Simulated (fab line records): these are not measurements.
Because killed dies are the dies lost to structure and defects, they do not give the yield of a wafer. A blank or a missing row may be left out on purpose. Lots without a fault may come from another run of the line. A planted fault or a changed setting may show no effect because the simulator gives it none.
The tool behind it: which one? :: flow sky130 :: 12 lots with 36 wafers sampled at 6 steps, on a route of 708 steps

WHAT EACH GAUGE READ, for each wafer
SKY_SD_N_RS_MEAS_17: measurement is done with a four-point probe.
lot: L816
measured: day 28 07:46
on: film_metro-03
SD_P_RS (ohm/sq): 146.6 146.3 146.4

lot: L817
measured: day 28 09:44
on: film_metro-04
SD_P_RS (ohm/sq): 147.3 146.9 147.4

lot: L820
measured: day 29 16:16
on: film_metro-03
SD_P_RS (ohm/sq): 147.1 147.3 146.8

lot: L821
measured: day 29 17:17
on: film_metro-04
SD_P_RS (ohm/sq): 147.0 146.9 147.3

lot: L822
measured: day 30 06:44
on: film_metro-03
SD_P_RS (ohm/sq): 147.5 147.6 147.7

lot: L824
measured: day 30 18:38
on: film_metro-04
SD_P_RS (ohm/sq): 146.8 146.9 146.9

lot: L825
measured: day 30 20:50
on: film_metro-02
SD_P_RS (ohm/sq): 146.9 147.6 147.2

lot: L826
measured: day 30 23:38
on: film_metro-03
SD_P_RS (ohm/sq): 147.3 147.0 147.0

lot: L835
measured: day 34 00:03
on: film_metro-03
SD_P_RS (ohm/sq): 147.4 147.1 147.1

lot: L834
measured: day 34 00:09
on: film_metro-02
SD_P_RS (ohm/sq): 147.3 146.9 147.1

lot: L837
measured: day 34 22:50
on: film_metro-04
SD_P_RS (ohm/sq): 147.5 147.1 147.1

lot: L839
measured: day 35 07:47
on: film_metro-03
SD_P_RS (ohm/sq): 147.1 147.1 146.4

SKY_LI_CONTACT_OVL_MEAS_13.
lot: L816
measured: day 29 12:05
on: overlay-02
LI_CONTACT_OVL (nm): 8 0 -1

lot: L817
measured: day 29 14:28
on: overlay-02
LI_CONTACT_OVL (nm): -3 1 1

lot: L820
measured: day 30 20:18
on: overlay-01
LI_CONTACT_OVL (nm): 4 4 0

lot: L821
measured: day 30 21:29
on: overlay-01
LI_CONTACT_OVL (nm): 9 6 7

lot: L822
measured: day 31 11:36
on: overlay-02
LI_CONTACT_OVL (nm): 15 8 7

lot: L824
measured: day 31 23:02
on: overlay-02
LI_CONTACT_OVL (nm): 1 2 3

lot: L825
measured: day 32 00:52
on: overlay-02
LI_CONTACT_OVL (nm): 8 2 3

lot: L826
measured: day 32 03:08
on: overlay-01
LI_CONTACT_OVL (nm): 2 -8 -6

lot: L835
measured: day 35 03:32
on: overlay-01
LI_CONTACT_OVL (nm): 8 7 7

lot: L834
measured: day 35 03:41
on: overlay-02
LI_CONTACT_OVL (nm): 9 7 4

lot: L837
measured: day 36 01:56
on: overlay-02
LI_CONTACT_OVL (nm): -10 -2 -7

lot: L839
measured: day 36 11:15
on: overlay-01
LI_CONTACT_OVL (nm): 6 6 4

SKY_LOCAL_INTERCONNECT_RS_MEAS_01: measurement is done with a four-point probe.
lot: L816
measured: day 29 13:22
on: film_metro-04
LOCAL_INTERCONNECT_TIN_RS (ohm/sq): 14.39 14.52 14.25

lot: L817
measured: day 29 15:44
on: film_metro-04
LOCAL_INTERCONNECT_TIN_RS (ohm/sq): 14.13 14.14 14.20

lot: L820
measured: day 30 21:34
on: film_metro-01
LOCAL_INTERCONNECT_TIN_RS (ohm/sq): 14.19 14.34 14.24

lot: L821
measured: day 30 22:44
on: film_metro-01
LOCAL_INTERCONNECT_TIN_RS (ohm/sq): 13.97 14.13 14.03

lot: L822
measured: day 31 12:52
on: film_metro-01
LOCAL_INTERCONNECT_TIN_RS (ohm/sq): 14.25 14.31 14.13

lot: L824
measured: day 32 00:20
on: film_metro-01
LOCAL_INTERCONNECT_TIN_RS (ohm/sq): - - -

lot: L825
measured: day 32 02:09
on: film_metro-02
LOCAL_INTERCONNECT_TIN_RS (ohm/sq): - - -

lot: L826
measured: day 32 04:25
on: film_metro-02
LOCAL_INTERCONNECT_TIN_RS (ohm/sq): - - -

lot: L835
measured: day 35 04:47
on: film_metro-02
LOCAL_INTERCONNECT_TIN_RS (ohm/sq): 14.26 14.11 14.09

lot: L834
measured: day 35 04:58
on: film_metro-01
LOCAL_INTERCONNECT_TIN_RS (ohm/sq): 14.30 14.42 14.47

lot: L837
measured: day 36 03:13
on: film_metro-02
LOCAL_INTERCONNECT_TIN_RS (ohm/sq): 14.35 14.34 14.44

lot: L839
measured: day 36 12:35
on: film_metro-04
LOCAL_INTERCONNECT_TIN_RS (ohm/sq): 14.15 14.27 14.08

SKY_LOCAL_INTERCONNECT_THK_MEAS_02: measures by xrf.
lot: L816
measured: day 29 13:28
on: film_metro-04
LOCAL_INTERCONNECT_TIN_THK (nm): 98.5 98.3 99.4

lot: L817
measured: day 29 15:50
on: film_metro-04
LOCAL_INTERCONNECT_TIN_THK (nm): 100.0 100.2 100.2

lot: L820
measured: day 30 21:41
on: film_metro-01
LOCAL_INTERCONNECT_TIN_THK (nm): 100.4 99.4 100.3

lot: L821
measured: day 30 22:52
on: film_metro-01
LOCAL_INTERCONNECT_TIN_THK (nm): 102.2 100.4 101.5

lot: L822
measured: day 31 12:59
on: film_metro-01
LOCAL_INTERCONNECT_TIN_THK (nm): 100.4 99.8 101.1

lot: L824
measured: day 32 00:26
on: film_metro-01
LOCAL_INTERCONNECT_TIN_THK (nm): <0.0 <0.0 <0.0

lot: L825
measured: day 32 02:15
on: film_metro-02
LOCAL_INTERCONNECT_TIN_THK (nm): <0.0 <0.0 <0.0

lot: L826
measured: day 32 04:32
on: film_metro-02
LOCAL_INTERCONNECT_TIN_THK (nm): <0.0 <0.0 <0.0

lot: L835
measured: day 35 04:55
on: film_metro-02
LOCAL_INTERCONNECT_TIN_THK (nm): 100.2 101.0 101.0

lot: L834
measured: day 35 05:05
on: film_metro-01
LOCAL_INTERCONNECT_TIN_THK (nm): 100.4 98.3 98.8

lot: L837
measured: day 36 03:20
on: film_metro-02
LOCAL_INTERCONNECT_TIN_THK (nm): 99.4 99.5 98.8

lot: L839
measured: day 36 12:41
on: film_metro-04
LOCAL_INTERCONNECT_TIN_THK (nm): 100.7 99.0 100.7

SKY_LOCAL_INTERCONNECT_CD_MEAS_11: the cd target is 170 nm.
lot: L816
measured: day 30 17:30
on: cd_sem-01
cd_nm (nm): 170.4 170.3 169.9

lot: L817
measured: day 30 18:57
on: cd_sem-02
cd_nm (nm): 170.5 171.6 170.2

lot: L820
measured: day 32 00:05
on: cd_sem-01
cd_nm (nm): 173.5 172.9 173.3

lot: L821
measured: day 32 02:04
on: cd_sem-01
cd_nm (nm): 170.2 171.3 169.5

lot: L822
measured: day 32 16:05
on: cd_sem-01
cd_nm (nm): 165.9 168.4 169.1

lot: L824
measured: day 33 03:31
on: cd_sem-01
cd_nm (nm): 167.9 168.0 167.5

lot: L825
measured: day 33 05:27
on: cd_sem-02
cd_nm (nm): 169.7 170.6 169.5

lot: L826
measured: day 33 06:44
on: cd_sem-01
cd_nm (nm): 168.7 166.9 169.0

lot: L835
measured: day 36 07:29
on: cd_sem-02
cd_nm (nm): 169.1 169.4 167.8

lot: L834
measured: day 36 07:49
on: cd_sem-02
cd_nm (nm): 168.2 167.9 167.8

lot: L837
measured: day 37 03:40
on: cd_sem-02
cd_nm (nm): 172.4 173.1 172.6

lot: L839
measured: day 37 14:03
on: cd_sem-01
cd_nm (nm): 171.9 172.8 171.8

WHICH TOOL RAN EACH LOT (tool, then ch and the chambers of the sampled wafers, then the start)
lot: L816
SKY_LOCAL_INTERCONNECT_SPUTTER_00: pvd_sputter-01, day 29 13:16

lot: L817
SKY_LOCAL_INTERCONNECT_SPUTTER_00: pvd_sputter-01, day 29 15:39

lot: L820
SKY_LOCAL_INTERCONNECT_SPUTTER_00: pvd_sputter-01, day 30 21:30

lot: L821
SKY_LOCAL_INTERCONNECT_SPUTTER_00: pvd_sputter-03, day 30 22:41

lot: L822
SKY_LOCAL_INTERCONNECT_SPUTTER_00: pvd_sputter-01, day 31 12:49

lot: L824
SKY_LOCAL_INTERCONNECT_SPUTTER_00: pvd_sputter-03, day 32 00:14

lot: L825
SKY_LOCAL_INTERCONNECT_SPUTTER_00: pvd_sputter-01, day 32 02:03

lot: L826
SKY_LOCAL_INTERCONNECT_SPUTTER_00: pvd_sputter-03, day 32 04:20

lot: L835
SKY_LOCAL_INTERCONNECT_SPUTTER_00: pvd_sputter-02, day 35 04:44

lot: L834
SKY_LOCAL_INTERCONNECT_SPUTTER_00: pvd_sputter-01, day 35 04:54

lot: L837
SKY_LOCAL_INTERCONNECT_SPUTTER_00: pvd_sputter-01, day 36 03:09

lot: L839
SKY_LOCAL_INTERCONNECT_SPUTTER_00: pvd_sputter-03, day 36 12:30
- SKY_LOCAL_INTERCONNECT_SPUTTER_00: material TiN, target thk 100 nm, time 83.3 s.

AS READ BY THE TOOLS THEMSELVES (means over the sampled wafers that have a number; for cases with no such wafer, the mark the record gives instead)
SKY_LOCAL_INTERCONNECT_SPUTTER_00.
lot: L816
tool: pvd_sputter-01
cathode_dc_power_W (W): 6500.8
chamber_pressure_pa (Pa): 0.4001
throttle_valve_pct (%): 30.8

lot: L817
tool: pvd_sputter-01
cathode_dc_power_W (W): 6500.4
chamber_pressure_pa (Pa): 0.3997
throttle_valve_pct (%): 30.6

lot: L820
tool: pvd_sputter-01
cathode_dc_power_W (W): 6499.9
chamber_pressure_pa (Pa): 0.4010
throttle_valve_pct (%): 30.6

lot: L821
tool: pvd_sputter-03
cathode_dc_power_W (W): 6499.6
chamber_pressure_pa (Pa): 0.4002
throttle_valve_pct (%): 29.0

lot: L822
tool: pvd_sputter-01
cathode_dc_power_W (W): 6500.3
chamber_pressure_pa (Pa): 0.3999
throttle_valve_pct (%): 30.9

lot: L824
tool: pvd_sputter-03
cathode_dc_power_W (W): -
chamber_pressure_pa (Pa): -
throttle_valve_pct (%): -

lot: L825
tool: pvd_sputter-01
cathode_dc_power_W (W): -
chamber_pressure_pa (Pa): -
throttle_valve_pct (%): -

lot: L826
tool: pvd_sputter-03
cathode_dc_power_W (W): -
chamber_pressure_pa (Pa): -
throttle_valve_pct (%): -

lot: L835
tool: pvd_sputter-02
cathode_dc_power_W (W): 6500.6
chamber_pressure_pa (Pa): 0.4000
throttle_valve_pct (%): 29.2

lot: L834
tool: pvd_sputter-01
cathode_dc_power_W (W): 6499.1
chamber_pressure_pa (Pa): 0.3995
throttle_valve_pct (%): 30.0

lot: L837
tool: pvd_sputter-01
cathode_dc_power_W (W): 6499.4
chamber_pressure_pa (Pa): 0.4008
throttle_valve_pct (%): 30.4

lot: L839
tool: pvd_sputter-03
cathode_dc_power_W (W): 6499.4
chamber_pressure_pa (Pa): 0.3998
throttle_valve_pct (%): 29.1

THE ANSWER, worked out from the rows above alone
Rule: the usual values come from the lots themselves. Put in order of their means at a reading, lots are off if they are a third of the lots or fewer, leave a main group of 4 or more, and stand apart from it by a gap of 3 or more times the standard deviation of the main group's means; of several such gaps the widest counts. A main group whose means are all the same, to the digits that the tables above print for the reading, isn't used. A lot without any number at a reading at which 4 lots or more have one is off too. All remaining lots with rows at the step are treated as sound. Order of review: gauges by route order, followed by the tools' own readings, for which a lot's mean as printed above is used. At the first step where some lot is off, the reading lying furthest off is the one used; lots without a number count as furthest.
Off: L824, L825, L826, seen at SKY_LOCAL_INTERCONNECT_RS_MEAS_01 (LOCAL_INTERCONNECT_TIN_RS). Without a number there: L824, L825, L826. The main group: mean 14.24 ohm/sq, standard deviation 0.12.
A tool fits if, at a process step before that reading, it ran every lot that is off, and no sound lot after the first of them. The gauges at SKY_LOCAL_INTERCONNECT_RS_MEAS_01 aren't tried: what is off there is off at SKY_LOCAL_INTERCONNECT_SPUTTER_00 too, on other tools, and a gauge's error can't cause that. No candidate that was tried fits.

WHAT THE SIMULATOR HAD PUT IN
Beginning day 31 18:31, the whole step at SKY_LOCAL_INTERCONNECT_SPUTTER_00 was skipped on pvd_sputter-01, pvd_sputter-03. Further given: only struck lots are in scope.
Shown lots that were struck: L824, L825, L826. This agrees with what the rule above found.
